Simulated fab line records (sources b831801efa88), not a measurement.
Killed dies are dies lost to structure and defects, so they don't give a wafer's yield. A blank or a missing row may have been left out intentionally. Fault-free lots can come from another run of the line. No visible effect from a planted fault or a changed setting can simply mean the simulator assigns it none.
Chamber matching -- flow sfqLine -- SFQ_TRILAYER_I4_CMP_CMP_100 on cmp-01 has 4 sister chambers
The step polishes SiO2. 8 wafers are shown with their chamber, then 7 later ones without.

== WAFERS, EACH WITH ITS CHAMBER ==
wafer,chamber,motorCurrentA (A),headPressurePsi (psi)
L329.6,2,8.9,3.014
L331.3,1,11.4,2.994
L331.4,3,9.7,3.008
L333.1,0,9.9,3.008
L333.4,1,11.3,2.992
L333.6,2,9.6,3.001
L335.3,0,10.3,3.001
L335.4,3,11.2,2.997

== WAFERS MISSING THEIR CHAMBER ==
wafer,motorCurrentA (A),headPressurePsi (psi)
L335.6,10.0,3.006
L336.3,8.9,2.991
L336.4,11.4,2.997
L336.6,10.0,3.001
L337.2,10.2,3.008
L337.3,10.5,2.994
L337.4,11.1,2.997

== WHICH CHAMBER EACH ONE RAN IN ==
wafer,from the rows above,in truth
L335.6,can't be placed: 0 or 3 or 2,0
L336.3,can't be placed: 2 or 0 or 3 or 1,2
L336.4,can't be placed: 1 or 3 or 0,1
L336.6,can't be placed: 0 or 3 or 2 or 1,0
L337.2,can't be placed: 0 or 3 or 2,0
L337.3,can't be placed: 3 or 1 or 0 or 2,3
L337.4,can't be placed: 1 or 3 or 0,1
Correct placement for 0 of the 7. These rows do not allow placing 7 (true chamber among the candidates in 7). 0 placed wrongly.
How it was worked out, from the rows above alone: a wafer's distance from a chamber is the root of the sum, over the readings, of the square of ((its reading less the chamber's mean) divided by the reading's scatter). If the next closest chamber is less than 2 further off than the closest, the wafer can't be placed; otherwise it belongs to the closest. Each chamber's mean is taken over the wafers shown for it. The scatter is the square root of a quotient: the sum, over the shown wafers, of each reading's squared deviation from its chamber's mean, divided by wafers minus chambers.
